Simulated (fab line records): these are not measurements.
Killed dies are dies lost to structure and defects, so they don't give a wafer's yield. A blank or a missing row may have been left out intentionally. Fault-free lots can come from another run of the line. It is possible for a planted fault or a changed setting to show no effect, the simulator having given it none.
A struck lot beside a sound one || flow gf180mcu || 37 out of 602 route steps
Sound: the wafers L120.2, L120.3, L120.4. Struck: wafer L137.6 (left out: L137.1, L137.4 of the same lot, which were not struck); the cause appears at the end.
Order at every step that has rows: each side's tool, ch and its chambers, its first start. Under that, the readings that differ: sound wafers || struck wafers || difference of the means || sigmas: that difference in standard deviations of wafers without a fault.
alike: a reading whose means differ by less than 2 such deviations, as well as words and numbers matching on both sides. not compared: withheld readings; readings where some wafer has no value; bounds like >300 that might hide an equal value; numbers whose values overlap and for which the record gives no deviation.
The two part at a step that has a row with sigmas, a row that says differs or no value, or rows on one side only. Numbers that don't overlap but have no deviation are shown without sigmas and don't part them. Lack of a reading on every wafer of one side parts them only where that side has two or more wafers.

first, 2 steps without rows for these wafers: GF_M2_PEB_12 (peb time 90 s); GF_M2_DEVELOP_13 (develop time 60 s).
GF_M2_CD_MEAS_14: target cd 280 nm.
  struck on cdSem-01, day 26 06:55; sound on cdSem-02, day 19 10:44
  alike: cdNm
GF_M2_OVL_MEAS_15:
  struck on overlay-02, day 26 07:02; sound on overlay-02, day 19 10:50
  alike: M2_OVL
GF_M2_METAL_ETCH_16: etches the open film in Cl2/BCl3, stops on SiO2, target depth 750.8 nm, time 125.1 s.
  sound on rieMetal-02 ch 0,1, day 19 10:52; struck on rieMetal-03 ch 1, day 26 07:04
{"reading": "drypumpMotorCurrentA (A)", "sound": "5.43 5.44 6.17", "struck": 6.40, "difference": "+0.72", "sigmas": "+2"}
{"reading": "oesProductAu (a.u.)", "sound": "1.002 0.996 0.995", "struck": 0.977, "difference": -0.021, "sigmas": -3}
  alike: rfFwdPowerW, throttleValvePct
  not compared: rfHoursCounterH
GF_M2_STRIP_17: strips in O2/N2.
  sound on plasmaAsher-01 ch 0,1, day 19 11:00; struck on plasmaAsher-03 ch 1, day 26 07:11
{"reading": "oesProductAu (a.u.)", "sound": "0.536 0.536 0.536", "struck": 0.547, "difference": "+0.011", "sigmas": "+2"}
{"reading": "stripTimeToEndpointS (s)", "sound": "7.26 7.27 7.28", "struck": 7.43, "difference": "+0.16", "sigmas": "+3"}
  alike: drypumpMotorCurrentA, heaterPowerW
  not compared: rfHoursCounterH
then, 3 steps without rows for these wafers: GF_M2_STRIP_18 (strips in post etch residue remover, time 1200 s); GF_M2_CLEAN_19 (cleans in DIW); GF_V2_CVD_00 (deposits SiO2, target thk 600 nm, time 100 s).
GF_V2_THK_MEAS_01:
  struck on filmMetro-04, day 26 07:48; sound on filmMetro-04, day 19 11:37
  alike: V2_CVD_00_THK
GF_V2_CVD_02: deposits SiO2 from TEOS, target thk 850 nm, time 94.851 s.
  sound on pecvd-02 ch 1,2, day 19 11:40; struck on pecvd-02 ch 0, day 26 07:52
  alike: heaterPowerW, rfFwdPowerW
GF_V2_THK_MEAS_03:
  struck on filmMetro-03, day 26 07:59; sound on filmMetro-03, day 19 11:44
  alike: V2_CVD_02_THK
GF_V2_CMP_04: polishes SiO2.
  sound on cmp-01 ch 0,2,3, day 19 11:47; struck on cmp-01 ch 0, day 26 08:09
{"reading": "timeToEndpointS (s)", "sound": "70 75 77", "struck": 98, "difference": "+24", "sigmas": "+4"}
{"reading": "model.SiO2_of_V2_CVD_02.thkNm (nm)", "sound": "632.2 633.6 630.8", "struck": 569.5, "difference": -62.7, "sigmas": ""}
  alike: motorCurrentA, retainingRingPressureFrac
GF_V2_BOW_MEAS_05:
  struck on filmMetro-03, day 26 08:22; sound on filmMetro-03, day 19 12:07
  alike: V2_BOW
then, 8 steps without rows for these wafers: GF_V2_DEHYDRATE_06 (time 60 s); GF_V2_HMDS_07 (prime time 60 s); GF_V2_COAT_08; GF_V2_COAT_09 (resist thk 1000 nm); GF_V2_SOFTBAKE_10 (time 60 s); GF_V2_EXPOSE_11 (exposes mask Via2, target cd 260 nm); GF_V2_PEB_12 (peb time 90 s); GF_V2_DEVELOP_13 (develop time 60 s).
GF_V2_CD_MEAS_14: target cd 260 nm.
  struck on cdSem-02, day 27 05:34; sound on cdSem-01, day 20 11:38
  alike: cdNm
GF_V2_OVL_MEAS_15:
  struck on overlay-02, day 27 05:41; sound on overlay-02, day 20 11:44
  alike: V2_OVL
GF_V2_ETCH_16: etches BARC in N2/H2.
  sound on rieDiel-01 ch 0,1,3, day 20 11:46; struck on rieDiel-04 ch 3, day 27 05:43
  alike: drypumpMotorCurrentA, oesProductAu, rfFwdPowerW, throttleValvePct
GF_V2_ETCH_17: etches SiO2 in C4F8/O2/Ar, stops on TiN, target depth 630 nm.
  sound: rieDiel-01 ch 0,1,3; struck: rieDiel-04 ch 3
{"reading": "oesProductAu (a.u.)", "sound": "0.861 0.857 0.850", "struck": 0.808, "difference": -0.048, "sigmas": -10}
{"reading": "model.etch.depthNm (nm)", "sound": "632.2 633.6 630.8", "struck": 569.5, "difference": -62.7, "sigmas": ""}
{"reading": "model.V2.featureDepthNm (nm)", "sound": "632.2 633.6 630.8", "struck": 569.5, "difference": -62.7, "sigmas": ""}
  alike: rfFwdPowerW
then, 6 steps without rows for these wafers: GF_V2_STRIP_18 (strips in O2/N2); GF_V2_STRIP_19 (strips in post etch residue remover, time 1200 s); GF_V2_CLEAN_20 (cleans in DIW); GF_V2_SPUTTER_21 (material Ti, target thk 15 nm, time 80.02 s); GF_V2_SPUTTER_22 (material TiN, target thk 10 nm, time 40 s); GF_V2_CVD_23 (deposits W, target thk 350 nm, time 104.94 s).
GF_V2_RS_MEAS_24: measurement is done with a four-point probe.
  struck on filmMetro-03, day 27 06:43; sound on filmMetro-03, day 20 12:40
  alike: V2_W_RS
GF_V2_THK_MEAS_25: measures by xrf.
  struck on filmMetro-03, day 27 06:50; sound on filmMetro-03, day 20 12:47
  alike: V2_W_THK
GF_V2_CMP_26: polishes, stops on SiO2, t overpolish 15 s, target thk 0 nm.
  sound on cmp-01 ch 0,1,3, day 20 12:53; struck on cmp-01 ch 3, day 27 06:53
{"reading": "model.SiO2_of_V2_CVD_02.thkNm (nm)", "sound": "628.4 629.8 627", "struck": 565.7, "difference": -62.7, "sigmas": ""}
  alike: motorCurrentA, retainingRingPressureFrac
GF_M3_SPUTTER_00: material Ti, target thk 37.5 nm, time 150 s.
  struck on pvdSputter-04, day 27 07:11; sound on pvdSputter-03, day 20 13:08
  alike: throttleValvePct
following that, these wafers have no rows for 1 step: GF_PASSIVATION_PROBE_99.

## WHERE THEY PART
At GF_M2_METAL_ETCH_16 first; at GF_V2_ETCH_17 last (within this record only). Later steps at which nothing parts them and some readings are alike: GF_V2_RS_MEAS_24, GF_V2_THK_MEAS_25, GF_V2_CMP_26, GF_M3_SPUTTER_00.

WHY: what the simulator had put in
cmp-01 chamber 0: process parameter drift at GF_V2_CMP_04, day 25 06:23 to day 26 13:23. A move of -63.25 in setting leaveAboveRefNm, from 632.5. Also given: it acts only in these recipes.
